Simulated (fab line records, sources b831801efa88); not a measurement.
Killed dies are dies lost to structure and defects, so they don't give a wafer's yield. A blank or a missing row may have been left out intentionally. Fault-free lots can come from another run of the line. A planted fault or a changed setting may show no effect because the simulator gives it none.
Struck lot and sound lot, side by side -- flow gf180mcu -- 16 out of 602 route steps
Sound: the wafers L954.1, L954.5, L954.6. Wafers struck: L962.2, L962.3, L962.4. The cause is given at the end.
At each step with rows: each side's tool, then ch and its chambers, then its first start. Under that, the readings that differ: sound wafers -- struck wafers -- difference of the means -- sigmas: that difference in standard deviations of wafers without a fault.
alike: a reading whose means differ by less than 2 such deviations, as well as words and numbers matching on both sides. not compared: withheld readings; readings where some wafer has no value; bounds like >300 that might hide an equal value; numbers whose values overlap and for which the record gives no deviation.
Wherever a step has rows on one side only, a row that says differs or no value, or a row with sigmas, the two part there. When numbers do not overlap yet have no deviation, they are printed without sigmas and do not part them. A reading missing from all wafers of one side parts the sides only when that side holds two or more wafers.

GF_POLY_GATE_THK_MEAS_01:
  sound: film-metro-01 at day 11 02:05; struck: film-metro-01 at day 13 09:40
  alike: POLY_GATE_CVD_00_THK
then, 8 steps without rows for these wafers: GF_POLY_GATE_DEHYDRATE_02 (time 60 s); GF_POLY_GATE_HMDS_03 (prime time 60 s); GF_POLY_GATE_COAT_04; GF_POLY_GATE_COAT_05 (resist thk 700 nm); GF_POLY_GATE_SOFTBAKE_06 (time 60 s); GF_POLY_GATE_EXPOSE_07 (exposes mask Poly2, target cd 280 nm); GF_POLY_GATE_PEB_08 (peb time 90 s); GF_POLY_GATE_DEVELOP_09 (develop time 60 s).
GF_POLY_GATE_CD_MEAS_10: target cd 280 nm.
  sound: cd-sem-02 at day 11 20:38; struck: cd-sem-01 at day 14 06:11
  alike: cd-nm
GF_POLY_GATE_OVL_MEAS_11:
  sound: overlay-02 at day 11 20:46; struck: overlay-01 at day 14 06:17
  alike: POLY_GATE_OVL
GF_POLY_GATE_ETCH_12: etches BARC in N2/H2.
  sound on rie-diel-04 ch 0,1,2, day 11 20:48; struck on rie-diel-03 ch 0,1,3, day 14 06:19
  alike: chamber-pressure-mTorr, drypump-motor-current-A, oes-product-au, rf-fwd-power-W, throttle-valve-pct
GF_POLY_GATE_ETCH_13: etches poly-Si in HBr/Cl2, stops on SiO2, target depth 198.5 nm, time 69.6 s.
  sound on rie-si-02 ch 0,1, day 11 20:51; struck on rie-si-01 ch 1,2,3, day 14 06:22
reading,sound,struck,difference,sigmas
rf-fwd-power-W (W),397.8 397.0 395.1,- - -,no value on the struck wafers,
run-length-s (s),98.4 98.0 98.5,76.7 78.1 77.8,-20.8,-48
model.etch.depth-nm (nm),198.7 197.5 197.9,138.9 139.9 142.9,-57.5,
model.POLY_GATE.feature-depth-nm (nm),198.7 197.5 197.9,138.9 139.9 142.9,-57.5,
  alike: chamber-pressure-mTorr, drypump-motor-current-A, oes-product-au, throttle-valve-pct
  not compared: rf-hours-counter-h
GF_POLY_GATE_STRIP_14: strips in O2/N2.
  sound on plasma-asher-02 ch 0,1, day 11 20:55; struck on plasma-asher-02 ch 0,1, day 14 06:25
reading,sound,struck,difference,sigmas
oes-product-au (a.u.),0.505 0.506 0.501,0.518 0.516 0.518,+0.013,+3
  alike: chamber-pressure-mTorr, drypump-motor-current-A, heater-power-w
  not compared: rf-hours-counter-h
then, 1 step without rows for these wafers: GF_POLY_GATE_CLEAN_15 (cleans in SC1/SC2, time 150 s).
-- a jump in the record: the struck wafers' starts before and after are 19 days apart (it breaks off in module POLY_GATE and resumes in module PASSIVATION, where the first step shown is number 602 of the route) --
GF_PASSIVATION_PROBE_99:
  only the struck wafers here have rows in the record (prober-01, day 33 17:17); the sound ones have none

WHERE THEY PART
First at GF_POLY_GATE_ETCH_13; last, within this record, at GF_PASSIVATION_PROBE_99.

WHY: the cause the simulator had injected
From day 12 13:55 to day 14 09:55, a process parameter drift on rie-si-01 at GF_POLY_GATE_ETCH_13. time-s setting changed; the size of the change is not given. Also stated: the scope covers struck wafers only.
